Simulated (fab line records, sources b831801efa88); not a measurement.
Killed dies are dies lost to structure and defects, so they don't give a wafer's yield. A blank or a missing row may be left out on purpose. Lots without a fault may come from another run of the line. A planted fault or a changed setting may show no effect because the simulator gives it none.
Problem report in the 8D (eight disciplines) form, filled by code | flow sky130 | the parts of the form that need people (team, actions taken, sign-off) are left out

1. THE PROBLEM
strip_time_to_endpoint_s at SKY_RES_XHIGH_STRIP_08 reads a mean of 16.34 s on 4 wafers of 2 lots; wafers without a fault read 14.30 s with a standard deviation of 0.043. That is +48 standard deviations from the usual mean.
The step: strips in O2/N2.
First seen on wafer L263.1, day 32 13:14, on plasma_asher-04. The record holds 42 wafers of 14 lots with a number at this step. Rule for "out", or "out of limits": more than 4 standard deviations from the usual mean. The other wafers with a number count as sound.

2. WHAT IT IS AND WHAT IT IS NOT
question                    | is                                       | is not
which readings at this step | strip_time_to_endpoint_s, oes_product_au | drypump_motor_current_A
which lots                  | L263, L265                               | L247, L248, L250, L253, L254, L255, L258, L259, L260, L261, L269, L270
which wafers of those lots  | L263.1, L263.3, L265.2, L265.5           | L263.5, L265.3
read on which tools         | plasma_asher-04                          | plasma_asher-02, plasma_asher-03
when                        | from day 32 13:14                        | up to then (31 sound wafers); but 7 sound wafers of L265, L269, L270 came after

3. SUSPECTS, AND WHAT RULES EACH OUT
Counting: a tool at a process step up to the reading stays a suspect if it ran every lot that is out. Sound lots after the first of them don't rule it out here, since some wafers of a struck lot are sound.
- plasma_asher-04 at SKY_RES_XHIGH_STRIP_08 (strips in O2/N2): kept. It ran every lot that is out, first L263 (day 32 13:14); its last sound lot up to then is L260 (day 31 03:00). Its own readings are out on those wafers: oes_product_au, strip_time_to_endpoint_s.
- Within plasma_asher-04 at SKY_RES_XHIGH_STRIP_08: the wafers that are out ran in chamber 0; their sound lot-mates ran in chamber 1.
Left after counting: plasma_asher-04 at SKY_RES_XHIGH_STRIP_08.

4. THE CAUSE (what the simulator had put in)
Process parameter drift: plasma_asher-04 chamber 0, from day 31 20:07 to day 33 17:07, at SKY_RES_XHIGH_STRIP_08. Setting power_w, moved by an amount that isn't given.
Counting left only this tool.

5. THE CHAIN OF EFFECTS, in route order
Each row: a reading whose mean over the struck wafers that have a number lies more than 3 standard deviations from the usual. Only readings for which the record gives a usual standard deviation are gone through. hours: the time from each lot's start at the first step in this table that gives one to its start at this step, as a median over the lots. sigmas: the change in usual standard deviations.
hours | step                   | reading                  | usual      | on struck wafers | change | sigmas
0     | SKY_RES_XHIGH_STRIP_08 | oes_product_au           | 0.711 a.u. | 0.653            | -0.058 | -16
0     | SKY_RES_XHIGH_STRIP_08 | strip_time_to_endpoint_s | 14.30 s    | 16.34            | +2.04  | +48
The process steps in it:
- SKY_RES_XHIGH_STRIP_08: strips in O2/N2.
Later measuring or inspecting steps at which every struck wafer that the step has a row for has a number for every such reading, and none has moved that far: SKY_RES_XHIGH_TW_MEAS_09.

6. WHAT WOULD HAVE CAUGHT IT SOONER
In this record the first reading out of limits was taken at day 32 13:14, 17 hours after the fault began at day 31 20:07.
